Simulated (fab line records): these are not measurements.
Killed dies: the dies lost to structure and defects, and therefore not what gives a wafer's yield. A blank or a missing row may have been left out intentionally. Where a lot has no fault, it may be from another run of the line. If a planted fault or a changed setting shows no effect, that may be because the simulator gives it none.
Which of the tools did it?	flow gf180mcu	13 lots, 37 wafers sampled, at 4 steps of a route of 602

== WHAT THE GAUGES READ, wafer by wafer ==
GF_M3_CD_MEAS_14: target cd 280 nm.
lot	measured	on	cd-nm (nm)
L293	day 21 03:39	cd-sem-01	280.0 279.7 280.3
L294	day 21 14:38	cd-sem-01	280.1 280.6 279.8
L295	day 22 02:29	cd-sem-01	281.0 281.5 281.8
L296	day 22 06:43	cd-sem-01	279.2 279.1 278.3
L297	day 22 18:29	cd-sem-02	281.7 281.8 281.4
L298	day 23 04:50	cd-sem-01	280.8 280.8 280.9
L299	day 23 13:31	cd-sem-02	280.5 281.4 280.4
L300	day 23 19:38	cd-sem-02	280.1 279.3 278.9
L308	day 26 18:05	cd-sem-02	264.5 279.7
L309	day 26 19:29	cd-sem-01	266.3 283.8
L310	day 27 08:17	cd-sem-01	280.0 279.5 279.1
L312	day 28 04:40	cd-sem-01	280.3 279.1 280.1
L316	day 28 23:32	cd-sem-01	278.1 278.7 277.9

== EACH LOT AND THE TOOL THAT RAN IT (in order: tool; ch and the chambers of the sampled wafers; start) ==
lot	GF_M3_SPUTTER_01	GF_M3_SPUTTER_04	GF_M3_EXPOSE_11
L293	pvd-sputter-01, day 20 03:39	pvd-sputter-01, day 20 03:44	krf-scanner-02 ch 0, day 20 15:25
L294	pvd-sputter-03, day 20 14:04	pvd-sputter-03, day 20 14:08	krf-scanner-01 ch 0, day 21 02:57
L295	pvd-sputter-01, day 21 02:37	pvd-sputter-01, day 21 02:43	krf-scanner-02 ch 0, day 21 14:33
L296	pvd-sputter-03, day 21 06:56	pvd-sputter-03, day 21 07:01	krf-scanner-01 ch 0, day 21 18:53
L297	pvd-sputter-01, day 21 19:47	pvd-sputter-01, day 21 19:52	krf-scanner-02 ch 0, day 22 07:54
L298	pvd-sputter-01, day 22 06:19	pvd-sputter-01, day 22 06:24	krf-scanner-01 ch 0, day 22 17:39
L299	pvd-sputter-02, day 22 15:04	pvd-sputter-02, day 22 15:09	krf-scanner-02 ch 0, day 23 02:24
L300	pvd-sputter-01, day 22 21:17	pvd-sputter-01, day 22 21:22	krf-scanner-02 ch 0, day 23 08:55
L308	pvd-sputter-02, day 25 21:18	pvd-sputter-02, day 25 21:23	krf-scanner-02 ch 0, day 26 08:02
L309	pvd-sputter-02, day 25 23:31	pvd-sputter-02, day 25 23:35	krf-scanner-02 ch 0, day 26 10:04
L310	pvd-sputter-03, day 26 10:47	pvd-sputter-03, day 26 10:52	krf-scanner-01 ch 0, day 26 21:48
L312	pvd-sputter-03, day 27 08:25	pvd-sputter-03, day 27 08:30	krf-scanner-01 ch 0, day 27 18:50
L316	pvd-sputter-01, day 28 04:15	pvd-sputter-01, day 28 04:20	krf-scanner-01 ch 0, day 28 13:52
- GF_M3_SPUTTER_01: material TiN, target thk 30 nm, time 25 s.
- GF_M3_SPUTTER_04: material TiN, target thk 50 nm, time 41.7 s.
- GF_M3_EXPOSE_11: exposes mask Metal3, target cd 280 nm.

== AS READ BY THE TOOLS THEMSELVES (means over the sampled wafers that have a number; for cases with no such wafer, the mark the record gives instead) ==
GF_M3_SPUTTER_01.
lot	tool	throttle-valve-pct (%)
L293	pvd-sputter-01	29.5
L294	pvd-sputter-03	30.4
L295	pvd-sputter-01	29.1
L296	pvd-sputter-03	30.4
L297	pvd-sputter-01	29.8
L298	pvd-sputter-01	30.1
L299	pvd-sputter-02	28.5
L300	pvd-sputter-01	30.0
L308	pvd-sputter-02	29.2
L309	pvd-sputter-02	29.3
L310	pvd-sputter-03	29.8
L312	pvd-sputter-03	29.7
L316	pvd-sputter-01	30.0

GF_M3_SPUTTER_04.
lot	tool	throttle-valve-pct (%)
L293	pvd-sputter-01	29.5
L294	pvd-sputter-03	30.2
L295	pvd-sputter-01	29.2
L296	pvd-sputter-03	30.5
L297	pvd-sputter-01	30.0
L298	pvd-sputter-01	30.1
L299	pvd-sputter-02	28.6
L300	pvd-sputter-01	30.0
L308	pvd-sputter-02	29.2
L309	pvd-sputter-02	29.2
L310	pvd-sputter-03	29.9
L312	pvd-sputter-03	29.6
L316	pvd-sputter-01	29.9

GF_M3_EXPOSE_11.
lot	tool	reticle-temp-C (C)
L293	krf-scanner-02	23.09
L294	krf-scanner-01	22.99
L295	krf-scanner-02	23.07
L296	krf-scanner-01	23.11
L297	krf-scanner-02	23.07
L298	krf-scanner-01	22.89
L299	krf-scanner-02	23.05
L300	krf-scanner-02	23.01
L308	krf-scanner-02	22.91
L309	krf-scanner-02	22.98
L310	krf-scanner-01	22.97
L312	krf-scanner-01	23.01
L316	krf-scanner-01	23.09

== THE ANSWER, worked out from the rows above alone ==
Rule: the usual values come from the lots themselves. Put in order of their means at a reading, lots are off if they are a third of the lots or fewer, leave a main group of 4 or more, and stand apart from it by a gap of 3 or more times the standard deviation of the main group's means; of several such gaps the widest counts. The tables above print the reading to a certain number of digits; a main group whose means all agree to those digits is not used. A lot without any number at a reading at which 4 lots or more have one is off too. All remaining lots with rows at the step are treated as sound. The gauges are gone through in route order, then the tools' own readings, and for those a lot's mean is taken as printed above. The first step at which some lot is off is used, and at that step the reading that is off furthest; a lot without a number counts as furthest.
Off: L308, L309 (GF_M3_CD_MEAS_14, cd-nm). Mean 280.1 nm and standard deviation 1 in the main group.
A tool fits if, at a process step before that reading, it ran every lot that is off, and no sound lot after the first of them. The gauges at GF_M3_CD_MEAS_14 are tried like those tools. This does not decide it: 2 tools fit, namely pvd-sputter-02 at GF_M3_SPUTTER_01 and GF_M3_SPUTTER_04 and krf-scanner-02 at GF_M3_EXPOSE_11.

== WHAT HAD BEEN PUT IN BY THE SIMULATOR ==
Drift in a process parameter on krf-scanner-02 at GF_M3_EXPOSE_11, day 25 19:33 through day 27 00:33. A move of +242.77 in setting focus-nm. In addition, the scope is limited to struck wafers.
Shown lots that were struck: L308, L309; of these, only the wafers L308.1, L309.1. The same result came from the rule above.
